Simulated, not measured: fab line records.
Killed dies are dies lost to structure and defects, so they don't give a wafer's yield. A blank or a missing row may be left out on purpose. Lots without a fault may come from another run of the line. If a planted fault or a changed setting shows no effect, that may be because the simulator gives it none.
fab line records	flow sfqLine
record: lots: 14	wafers: 42	lastDay: 92
route steps=325 shown I1@86 M3@120 I3@134
lots that met no fault: from a run of the same line without faults
startH: start of the lot's first displayed wafer, in hours after the record's first day	waitH: hours since the lot's step before	" unchanged from the row above	L1.1+2: a single row standing in for several wafers	- either no value or no given start	* or withheld: withheld	< > ~ a bound
route shown NAME@n: names a module that has steps shown in the file, with the first one's number in the route	usual: average and standard deviation across the fault-free wafers	same: alike in all rows	chamber/n: place in a boat	sites: readings site by site	_std_site: standard deviation across them	_edge_site: outer sites' mean less inner sites'	radiusMm: how far each site lies from the wafer's centre	mask NAME#n: copy n	behind: tool/chamber where the wafer was last shaped	hold: the reason the lot was held/the length of the hold in hours/how it ended	device: transistor that didn't switch, given as n, p or np	end of line: the route-end tests of the same wafers	a step without rows: its recipe alone	killed: at the first sort, the dies lost to defects and structure; wafer yield is something else	map: dies across one wafer; x = killed, . = not, _ = none there
set.NAME: the setting the step ran with; set.NAME@STEP: the setting that earlier step ran with	model.NAME: the simulator's own value behind a step, which no gauge read
one table for each step of the route and one row for each wafer, over a sample of lots
services: when a tool's chamber went out of use (startH, in hours from the record's first day, below 0 if earlier), for how many hours, and the reason
== steps ==
step: SFQ_TRILAYER_I1_VIA_STRIP_STRIP_053
recipe: gas: O2	powerW: 200	platenTempC: 40	overashFraction: 0.65	chemistry: O2	pressureMtorr: 50
usual: drypumpMotorCurrentA: 6.0/0.48	oesProductAu: 1.001/0.0094
lot.wafer	tool	chamber	startH	waitH	drypumpMotorCurrentA	oesProductAu	rfHoursCounterH
L356.1	rieMetal-01	0	695.58	-	5.9	1.000	54
L356.3	"	0	"	"	5.9	1.002	-
L356.6	"	1	"	"	6.1	0.982	-
L357.2	rieMetal-04	1	697.98	-	5.2	1.002	97
L357.3	"	0	"	"	6.3	0.998	-
L357.4	"	1	"	"	5.2	1.012	-
L359.3	rieMetal-04	0	712.58	-	6.4	1.003	-
L359.4	"	1	"	"	5.2	0.995	-
L359.6	"	1	"	"	5.2	0.994	-
L361.1	rieMetal-03	0	738.90	-	6.7	0.991	112
L361.2	"	1	"	"	5.7	1.006	99
L361.6	"	0	"	"	6.6	0.999	-
L363.1	rieMetal-03	1	767.93	-	5.7	0.995	103
L363.2	"	0	"	"	6.6	0.994	116
L363.3	"	0	"	"	6.6	0.991	-
L370.1	rieMetal-04	1	789.78	-	5.2	1.015	108
L370.3	"	1	"	"	5.2	1.024	-
L370.5	"	1	"	"	5.2	1.007	-
L371.3	rieMetal-03	1	792.38	-	5.7	0.990	-
L371.5	"	1	"	"	5.7	1.002	-
L371.6	"	0	"	"	6.6	0.995	-
L372.3	rieMetal-04	1	793.58	-	5.1	1.008	-
L372.4	"	0	"	"	6.4	0.990	-
L372.5	"	0	"	"	6.4	0.992	-
L373.1	rieMetal-03	1	794.58	-	5.7	0.998	107
L373.3	"	0	"	"	6.6	1.004	-
L373.6	"	1	"	"	5.7	0.982	-
L374.1	rieMetal-04	1	795.78	-	5.2	0.995	110
L374.3	"	0	"	"	6.4	1.002	-
L374.5	"	1	"	"	5.2	1.007	-
L375.1	rieMetal-01	0	797.08	-	5.9	1.014	68
L375.4	"	0	"	"	6.0	1.003	-
L375.5	"	1	"	"	6.1	0.995	-
L376.1	rieMetal-03	1	799.38	-	5.7	1.013	108
L376.3	"	0	"	"	6.6	1.002	-
L376.6	"	0	"	"	6.6	1.005	-
L377.2	rieMetal-04	0	800.58	-	6.4	1.009	115
L377.3	"	0	"	"	6.4	0.998	-
L377.4	"	1	"	"	5.2	1.014	-
L378.1	rieMetal-01	0	802.98	-	6.0	1.010	69
L378.3	"	0	"	"	5.9	1.018	-
L378.4	"	1	"	"	6.1	1.003	-
step: SFQ_M3_RS_MEAS_919
recipe: thkMeasGauge: four-point-probe	reads: Nb_of_TRILAYER_M3_DEP_SPUTTER_073
usual: M3_NB_RS: 0.890/0.0097
lot.wafer	tool	chamber	startH	waitH	M3_NB_RS[ohm/sq]
L356.1	filmMetro-01	-	1000.27	0.0	0.888
L356.3	"	-	"	"	0.904
L356.6	"	-	"	"	0.902
L357.2	filmMetro-01	-	1006.89	0.1	0.875
L357.3	"	-	"	"	0.882
L357.4	"	-	"	"	0.883
L359.3	filmMetro-01	-	1018.91	0.1	0.880
L359.4	"	-	"	"	0.886
L359.6	"	-	"	"	0.885
L361.1	filmMetro-04	-	1049.60	0.0	0.897
L361.2	"	-	"	"	0.900
L361.6	"	-	"	"	0.905
L363.1	filmMetro-03	-	1073.77	0.0	0.891
L363.2	"	-	"	"	0.893
L363.3	"	-	"	"	0.887
L370.1	filmMetro-04	-	1091.68	0.0	0.878
L370.3	"	-	"	"	0.891
L370.5	"	-	"	"	0.890
L371.3	filmMetro-01	-	1094.12	0.1	0.897
L371.5	"	-	"	"	0.902
L371.6	"	-	"	"	0.896
L372.3	filmMetro-04	-	1095.32	0.1	0.872
L372.4	"	-	"	"	0.876
L372.5	"	-	"	"	0.874
L373.1	filmMetro-01	-	1097.69	0.0	0.890
L373.3	"	-	"	"	0.904
L373.6	"	-	"	"	0.900
L374.1	filmMetro-03	-	1102.72	0.0	0.906
L374.3	"	-	"	"	0.903
L374.5	"	-	"	"	0.901
L375.1	filmMetro-04	-	1105.10	0.0	0.890
L375.4	"	-	"	"	0.876
L375.5	"	-	"	"	0.881
L376.1	filmMetro-01	-	1106.30	0.0	0.883
L376.3	"	-	"	"	0.886
L376.6	"	-	"	"	0.887
L377.2	filmMetro-03	-	1107.52	0.1	0.882
L377.3	"	-	"	"	0.886
L377.4	"	-	"	"	0.879
L378.1	filmMetro-04	-	1108.70	0.0	0.885
L378.3	"	-	"	"	0.893
L378.4	"	-	"	"	0.895
step: SFQ_TRILAYER_M3_STRIP_STRIP_079
recipe: gas: O2	powerW: 200	platenTempC: 40	overashFraction: 0.65	chemistry: O2	pressureMtorr: 50
usual: drypumpMotorCurrentA: 6.0/0.48	oesProductAu: 1.001/0.011
lot.wafer	tool	chamber	startH	waitH	drypumpMotorCurrentA	oesProductAu	rfHoursCounterH
L356.1	rieMetal-04	1	1028.96	0.1	5.1	1.014	5
L356.3	"	0	"	"	6.4	0.994	-
L356.6	"	1	"	"	5.2	1.010	-
L357.2	rieMetal-04	1	1030.16	0.1	5.2	1.016	5
L357.3	"	1	"	"	5.2	1.004	-
L357.4	"	0	"	"	6.4	0.990	-
L359.3	rieMetal-03	0	1033.14	0.5	6.6	0.993	-
L359.4	"	0	"	"	6.6	0.999	-
L359.6	"	0	"	"	6.6	0.990	-
L361.1	rieMetal-04	1	1053.78	0.1	5.2	1.007	10
L361.2	"	0	"	"	6.4	0.996	15
L361.6	"	0	"	"	6.4	0.989	-
L363.1	rieMetal-04	1	1198.21	0.1	5.1	1.004	25
L363.2	"	0	"	"	6.4	0.983	31
L363.3	"	1	"	"	5.1	1.007	-
L370.1	rieMetal-04	0	1221.01	0.1	6.4	0.989	35
L370.3	"	0	"	"	6.4	1.002	-
L370.5	"	1	"	"	5.1	1.018	-
L371.3	rieMetal-03	1	1224.81	0.2	5.7	0.985	-
L371.5	"	0	"	"	6.6	0.988	-
L371.6	"	1	"	"	5.7	0.997	-
L372.3	rieMetal-04	0	1227.21	0.2	6.4	0.996	-
L372.4	"	1	"	"	5.2	1.014	-
L372.5	"	1	"	"	5.2	1.009	-
L373.1	rieMetal-02	1	1229.41	0.1	5.9	0.986	13
L373.3	"	1	"	"	5.9	1.007	-
L373.6	"	1	"	"	5.9	0.996	-
L374.1	rieMetal-03	0	1236.61	0.1	6.6	0.983	36
L374.3	"	1	"	"	5.7	0.987	-
L374.5	"	0	"	"	6.6	0.983	-
L375.1	rieMetal-02	0	1237.81	0.1	6.3	1.015	53
L375.4	"	1	"	"	5.9	0.997	-
L375.5	"	1	"	"	5.9	1.006	-
L376.1	rieMetal-04	0	1239.01	0.1	6.4	1.001	37
L376.3	"	0	"	"	6.4	0.992	-
L376.6	"	1	"	"	5.1	1.010	-
L377.2	rieMetal-03	0	1240.21	0.1	6.6	0.979	37
L377.3	"	0	"	"	6.6	0.978	-
L377.4	"	1	"	"	5.7	1.002	-
L378.1	rieMetal-02	1	1242.61	0.1	5.9	0.997	14
L378.3	"	0	"	"	6.2	1.007	-
L378.4	"	1	"	"	5.9	0.991	-
step: SFQ_TRILAYER_I3_CMP_CMP_082
recipe: material: SiO2	downForcePsi: 3	platenRpm: 60	padVelocityMS: 0.94248
usual: motorCurrentA: 10.3/1.3	timeToEndpointS: 213/7.8
lot.wafer	tool	chamber	startH	waitH	motorCurrentA	timeToEndpointS
L356.3	cmp-01	0	1033.40	3.6	10.0	210
L356.1	"	1	"	"	10.5	219
L356.6	"	3	1034.90	5.1	9.6	210
L357.2	cmp-01	2	1038.40	7.4	9.6	204
L357.4	"	3	"	"	9.9	201
L357.3	"	1	1039.90	8.9	10.9	214
L359.4	cmp-01	1	1044.40	10.2	10.9	176
L359.3	"	0	1045.90	11.7	9.8	201
L359.6	"	2	1046.90	12.7	9.9	220
L361.1	cmp-01	3	1073.35	18.7	10.2	197
L361.2	"	1	1074.35	19.7	11.6	176
L361.6	"	2	"	"	9.6	221
L363.2	cmp-02	3	1201.49	2.5	10.9	210
L363.1	"	0	"	"	8.5	212
L363.3	"	2	1202.99	4.0	10.0	219
L370.3	cmp-01	3	1236.43	14.6	10.0	205
L370.1	"	0	"	"	9.6	221
L370.5	"	2	1237.93	16.1	9.5	217
L371.3	cmp-02	0	1237.49	12.1	8.7	209
L371.5	"	0	1239.49	14.0	8.9	220
L371.6	"	1	"	"	13.3	225
L372.3	cmp-02	2	1240.99	13.2	10.0	202
L372.4	"	3	"	"	10.3	207
L372.5	"	1	1242.49	14.6	13.7	218
L373.1	cmp-01	3	1241.93	11.7	9.7	205
L373.3	"	0	"	"	10.3	200
L373.6	"	0	1244.43	14.2	9.9	212
L374.3	cmp-01	0	1248.43	11.0	10.0	209
L374.1	"	2	1249.43	12.0	9.9	218
L374.5	"	3	"	"	9.2	211
L375.1	cmp-02	0	1249.99	11.4	8.7	213
L375.4	"	2	1250.99	12.3	10.5	218
L375.5	"	0	1251.99	13.3	9.5	225
L376.3	cmp-01	2	1251.43	11.6	9.5	215
L376.1	"	3	"	"	9.5	201
L376.6	"	1	1252.93	13.1	11.0	223
L377.2	cmp-01	1	1253.93	12.9	11.1	222
L377.3	"	3	1254.93	13.9	9.9	204
L377.4	"	0	"	"	9.5	215
L378.1	cmp-02	0	1255.99	12.6	9.1	223
L378.4	"	1	"	"	13.6	221
L378.3	"	2	"	"	10.1	212
step: SFQ_TRILAYER_I3_METRO_MEASURE_083
usual: thkNm: 199.8/1.1
lot.wafer	tool	chamber	startH	waitH	thkNm
L356.1	filmMetro-02	-	1035.52	0.1	199.8
L356.3	"	-	"	"	198.1
L356.6	"	-	"	"	199.0
L357.2	filmMetro-01	-	1041.72	0.3	200.2
L357.3	"	-	"	"	200.0
L357.4	"	-	"	"	199.0
L359.3	filmMetro-01	-	1047.92	0.5	199.4
L359.4	"	-	"	"	248.9
L359.6	"	-	"	"	200.2
L361.1	filmMetro-01	-	1075.97	0.1	198.3
L361.2	"	-	"	"	250.4
L361.6	"	-	"	"	199.4
L363.1	filmMetro-04	-	1204.61	0.1	200.4
L363.2	"	-	"	"	198.5
L363.3	"	-	"	"	201.8
L370.1	filmMetro-01	-	1239.05	0.1	201.1
L370.3	"	-	"	"	200.2
L370.5	"	-	"	"	201.0
L371.3	filmMetro-02	-	1241.01	0.5	199.5
L371.5	"	-	"	"	199.6
L371.6	"	-	"	"	200.2
L372.3	filmMetro-02	-	1244.01	0.5	200.5
L372.4	"	-	"	"	199.1
L372.5	"	-	"	"	199.8
L373.1	filmMetro-01	-	1245.05	0.1	197.8
L373.3	"	-	"	"	198.4
L373.6	"	-	"	"	199.1
L374.1	filmMetro-04	-	1251.05	0.1	203.0
L374.3	"	-	"	"	200.9
L374.5	"	-	"	"	200.0
L375.1	filmMetro-02	-	1252.61	0.1	200.8
L375.4	"	-	"	"	202.0
L375.5	"	-	"	"	201.0
L376.1	filmMetro-04	-	1254.05	0.1	199.9
L376.3	"	-	"	"	200.8
L376.6	"	-	"	"	201.7
L377.2	filmMetro-04	-	1257.25	0.3	200.6
L377.3	"	-	"	"	197.8
L377.4	"	-	"	"	199.8
L378.1	filmMetro-01	-	1258.61	0.1	199.7
L378.3	"	-	"	"	198.9
L378.4	"	-	"	"	200.1
step: SFQ_TRILAYER_I3_VIA_ETCH_VIA_ETCH_088
recipe: target: SiO2	stopOn: Nb	maskMaterial: PR	taperDeg: 20	chemistry: CHF3	targetDepthNm: 260	sourceW: 500	biasW: 80	pressureMtorr: 30	timeS: withheld
usual: drypumpMotorCurrentA: 5.5/0.48	oesProductAu: 0.854/0.0053
lot.wafer	tool	chamber	startH	waitH	drypumpMotorCurrentA	oesProductAu
L356.1	rieDiel-03	0	1039.11	0.0	6.5	0.859
L356.3	"	1	"	"	5.0	0.842
L356.6	"	0	"	"	6.5	0.848
L357.2	rieDiel-04	1	1047.51	0.0	5.4	0.860
L357.3	"	2	"	"	5.3	0.849
L357.4	"	3	"	"	6.0	0.857
L359.3	rieDiel-02	0	1052.49	0.0	5.5	0.859
L359.4	"	2	"	"	5.0	0.971
L359.6	"	0	"	"	5.5	0.847
L361.1	rieDiel-02	2	1204.07	0.0	5.0	0.847
L361.2	"	3	"	"	5.9	0.983
L361.6	"	2	"	"	5.0	0.853
L363.1	rieDiel-04	1	1317.61	0.0	5.3	0.858
L363.2	"	0	"	"	5.7	0.851
L363.3	"	2	"	"	5.3	0.862
L370.1	rieDiel-02	1	1346.41	0.0	5.0	0.845
L370.3	"	3	"	"	5.9	0.857
L370.5	"	2	"	"	5.0	0.858
L371.3	rieDiel-04	1	1347.61	0.0	5.4	0.851
L371.5	"	3	"	"	6.0	0.846
L371.6	"	2	"	"	5.3	0.855
L372.3	rieDiel-03	3	1350.01	0.0	4.6	0.850
L372.4	"	2	"	"	5.7	0.844
L372.5	"	2	"	"	5.7	0.853
L373.1	rieDiel-02	3	1351.21	0.0	5.9	0.847
L373.3	"	2	"	"	5.0	0.855
L373.6	"	0	"	"	5.5	0.859
L374.1	rieDiel-04	0	1354.81	0.0	5.7	0.859
L374.3	"	3	"	"	6.1	0.851
L374.5	"	2	"	"	5.3	0.854
L375.1	rieDiel-03	2	1358.41	0.0	5.8	0.852
L375.4	"	3	"	"	4.7	0.858
L375.5	"	2	"	"	5.8	0.851
L376.1	rieDiel-02	0	1360.81	0.0	5.5	0.851
L376.3	"	3	"	"	5.8	0.862
L376.6	"	0	"	"	5.5	0.864
L377.2	rieDiel-04	2	1366.93	0.0	5.3	0.849
L377.3	"	0	"	"	5.7	0.847
L377.4	"	1	"	"	5.4	0.855
L378.1	rieDiel-03	2	1369.33	0.0	5.8	0.849
L378.3	"	3	"	"	4.7	0.852
L378.4	"	0	"	"	6.5	0.854
== services ==
tool	chamber	startH	hours	kind
rieMetal-04	-	673.22	1.6	repair
filmMetro-01	-	673.32	0.5	pm
filmMetro-01	-	720.39	1.2	pm
cmp-01	-	725.82	2.9	repair
cmp-01	-	761.89	0.6	repair
filmMetro-01	-	811.81	6.0	pm
rieMetal-03	-	849.43	2.8	pm
rieMetal-03	-	914.82	2.3	repair
cmp-01	-	919.01	4.0	pm
rieMetal-04	-	983.34	0.3	repair
cmp-01	-	1016.66	2.3	repair
cmp-01	-	1053.41	4.4	repair
rieMetal-04	-	1066.12	14.6	pm
cmp-01	-	1078.10	1.7	repair
rieMetal-04	1	1112.87	2.2	repair
cmp-01	-	1140.17	0.2	repair
rieMetal-04	-	1222.35	2.8	pm
cmp-01	-	1229.80	6.1	pm
rieMetal-04	1	1236.04	1.1	repair
cmp-01	-	1259.93	4.0	pm
cmp-01	-	1275.06	1.0	repair
cmp-01	-	1300.11	7.6	pm
rieMetal-03	-	1336.54	19.0	repair
rieMetal-03	0	1364.10	6.9	repair
== key ==
firstSign: step: SFQ_TRILAYER_I3_CMP_CMP_082	reading: timeToEndpointS	direction: down	sigmas: 4.7	usual: *	struck: *
effect: step: SFQ_TRILAYER_I3_METRO_MEASURE_083	reading: thkNm	direction: up	sigmas: 47	usual: 199.8	struck: 249.7
effect: step: SFQ_TRILAYER_I3_VIA_ETCH_VIA_ETCH_088	reading: oesProductAu	direction: up	sigmas: 23	usual: 0.854	struck: 0.977
metAt SFQ_TRILAYER_I3_CMP_CMP_082
struckLots L359,L361
struckWafers L359.4,L361.2
notActingAt SFQ_TRILAYER_I1_VIA_STRIP_STRIP_053,SFQ_M3_RS_MEAS_919,SFQ_TRILAYER_M3_STRIP_STRIP_079
fault: kind: processParameterDrift	tool: cmp-01	chamber: 1	onsetH: 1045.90	steps: SFQ_TRILAYER_I3_CMP_CMP_082	channel: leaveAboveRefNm	offset: 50	shape: step	endH: 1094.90	actsIn: theseRecipesOnly	stated: 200
